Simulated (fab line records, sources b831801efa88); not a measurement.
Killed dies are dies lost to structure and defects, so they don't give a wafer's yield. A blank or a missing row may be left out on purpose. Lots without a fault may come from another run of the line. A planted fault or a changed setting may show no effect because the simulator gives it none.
A struck lot beside a sound one | flow sky130 | 36 steps out of a route of 708
Sound: wafers L678.3, L678.4, L678.6. Struck: wafers L684.2, L684.3, L684.4. The cause comes at the end.
At each step with rows: each side's tool, then ch and its chambers, then its first start. Under that, the readings that differ: sound wafers | struck wafers | difference of the means | sigmas: that difference in standard deviations of wafers without a fault.
alike: readings whose means differ by less than 2 such deviations, and words and numbers that are the same on both sides. not compared: withheld readings, readings that some wafer has no value for, bounds like >300 that may hide the same value, and numbers for which the record gives no deviation and whose values overlap.
The two part at a step that has a row with sigmas, a row that says differs or no value, or rows on one side only. Numbers that don't overlap but have no deviation are shown without sigmas and don't part them. A reading that every wafer of one side lacks parts them only if that side has two wafers or more.

first, 10 steps without rows for these wafers: SKY_GATE_OXIDE_COAT_05 (resist thk 1140 nm); SKY_GATE_OXIDE_SOFTBAKE_06 (time 60 s); SKY_GATE_OXIDE_EXPOSE_07 (exposes mask LVOM, target cd 600 nm); SKY_GATE_OXIDE_PEB_08; SKY_GATE_OXIDE_DEVELOP_09 (develop time 60 s); SKY_GATE_OXIDE_IMPLANT_11; SKY_GATE_OXIDE_WET_ETCH_12 (etches SiO2 in dHF, target depth 16.8 nm, time 336 s); SKY_GATE_OXIDE_STRIP_13 (strips in O2/N2); SKY_GATE_OXIDE_CLEAN_15 (cleans in SC1/SC2, time 153.5 s); SKY_GATE_OXIDE_OXIDATION_16 (stabilise 600 s, purge 300 s, target thk 3.57 nm).
SKY_POLY_GATE_CVD_00: deposits poly-Si, target thk 180 nm, time 720 s.
  sound on lpcvd-01 ch 0, day 17 13:56; struck on lpcvd-01 ch 1, day 20 06:00
  reading                                       | sound             | struck            | difference | sigmas
  spike_tc_centre_C (C)                         | 620.5 621.7 620.9 | 600.0 597.8 596.8 | -22.8      | -23
  spike_tc_upper_C (C)                          | 620.9 621.4 620.5 | 623.5 623.8 623.8 | +2.8       | +3
  zone_power_centre_pct (%)                     | 8.9 9.0 9.1       | 4.7 4.6 4.6       | -4.4       | -8
  model.poly-Si_of_POLY_GATE_CVD_00.thk_nm (nm) | 178.9 179.7 178.5 | 158.2 161.2 168.4 | -16.4      |
  alike: spike_tc_top_C, zone_power_lower_pct, zone_power_top_pct, zone_power_upper_pct
SKY_POLY_GATE_THK_MEAS_01:
  sound on film_metro-03, day 17 15:46; struck on film_metro-02, day 20 07:13
  reading                   | sound             | struck            | difference | sigmas
  POLY_GATE_CVD_00_THK (nm) | 178.8 179.7 178.6 | 158.3 161.2 168.4 | -16.4      | -10
then, 9 steps without rows for these wafers: SKY_RES_PROTECT_DEHYDRATE_00 (time 60 s); SKY_RES_PROTECT_HMDS_01 (prime time 60 s); SKY_RES_PROTECT_COAT_02 (resist thk 1140 nm); SKY_RES_PROTECT_SOFTBAKE_03 (time 60 s); SKY_RES_PROTECT_EXPOSE_04 (exposes mask RPM, target cd 1270 nm); SKY_RES_PROTECT_PEB_05; SKY_RES_PROTECT_DEVELOP_06 (develop time 60 s); SKY_POLY_GATE_IMPLANT_02; SKY_RES_PROTECT_STRIP_07 (strips in O2/N2).
SKY_RES_PROTECT_CLEAN_09: cleans in SC1/SC2, time 150 s.
  sound on wet_bench-02 ch 0, day 18 21:43; struck on wet_bench-04 ch 0, day 21 14:21
  reading                                       | sound             | struck            | difference | sigmas
  model.poly-Si_of_POLY_GATE_CVD_00.thk_nm (nm) | 178.3 179.1 177.9 | 157.6 160.5 167.7 | -16.5      |
then, 11 steps without rows for these wafers: SKY_POLY_GATE_CVD_03 (deposits Si3N4 from DCS/NH3, target thk 75 nm, time 1290 s); SKY_POLY_GATE_DEHYDRATE_05 (time 60 s); SKY_POLY_GATE_HMDS_06 (prime time 60 s); SKY_POLY_GATE_COAT_07 (resist thk 110 nm); SKY_POLY_GATE_COAT_08 (resist thk 450 nm); SKY_POLY_GATE_SOFTBAKE_09 (time 90 s); SKY_POLY_GATE_EXPOSE_10 (exposes mask P1M, target cd 150 nm); SKY_POLY_GATE_PEB_11; SKY_POLY_GATE_DEVELOP_12 (develop time 60 s); SKY_POLY_GATE_ETCH_15 (etches BARC in N2/H2, stops on SiO2, time 118.5 s, target depth 110 nm); SKY_POLY_GATE_ETCH_16 (etches Si3N4 in CH3F/O2, stops on poly-Si, time 147.5 s, target depth 75 nm).
SKY_POLY_GATE_ETCH_17: etches poly-Si in HBr/Cl2, stops on SiO2, target depth 180 nm, time 70.5 s.
  sound on rie_si-02 ch 0,1,3, day 20 08:11; struck on rie_si-01 ch 0,3, day 22 22:58
  reading                               | sound             | struck            | difference | sigmas
  oes_product_au (a.u.)                 | 0.978 0.981 0.983 | 0.907 0.920 0.951 | -0.055     | -6
  model.POLY_GATE.feature_depth_nm (nm) | 178.3 179.1 177.9 | 157.6 160.5 167.7 | -16.5      |
  model.etch.depth_nm (nm)              | 178.3 179.1 177.9 | 157.6 160.5 167.7 | -16.5      |
  alike: drypump_motor_current_A, throttle_valve_pct
  not compared: rf_hours_counter_h
then, 1 step without rows for these wafers: SKY_POLY_GATE_STRIP_18 (strips in O2/N2).
-- the record jumps here: 27 days lie between the struck wafers' starts before and after (it left off in module POLY_GATE and takes up again in module PAD_OPEN, whose first step shown is number 708 of the route) --
SKY_PAD_OPEN_PROBE_99:
  sound on prober-02, day 48 13:08; struck on prober-02, day 50 01:20
  reading                             | sound             | struck            | difference | sigmas
  model.etest.res_high_po.line_ohm_um | 750.3 756.7 733.4 | 831.5 792 784.9   | +56.0      |
  model.etest.res_poly.line_ohm_um    | 508.7 522.6 493   | 582.8 553.2 540.3 | +50.7      |
  model.etest.tip_sonos.rs_ohm_sq     | 2634 2661 2670    | 2528 2500 2547    | -130       |
  model.etest.res_high_po.rs_ohm_sq   | 261.4 265.3 256.4 | 289.7 278 276     | +20.2      |
  model.etest.res_poly.rs_ohm_sq      | 48.31 48.45 48.25 | 53.97 52.36 51.51 | +4.28      |
  model.etest.cap_li_to_poly.c_af_um2 | 96.16 95.03 95.1  | 91.88 91.63 94.42 | -2.79      |
  alike: killed_at_M0_to_M3, killed_at_M4_up, killed_at_contacts, killed_at_front_end, killed_at_other, killed_dies, killed_open, killed_short

WHERE THEY PART
First at SKY_POLY_GATE_CVD_00; last, within this record, at SKY_POLY_GATE_ETCH_17. Later steps at which nothing parts them and some readings are alike: SKY_PAD_OPEN_PROBE_99.

WHY: what the simulator had put in
Process parameter drift: lpcvd-01, from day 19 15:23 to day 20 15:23, at SKY_POLY_GATE_CVD_00. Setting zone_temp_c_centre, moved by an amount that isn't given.
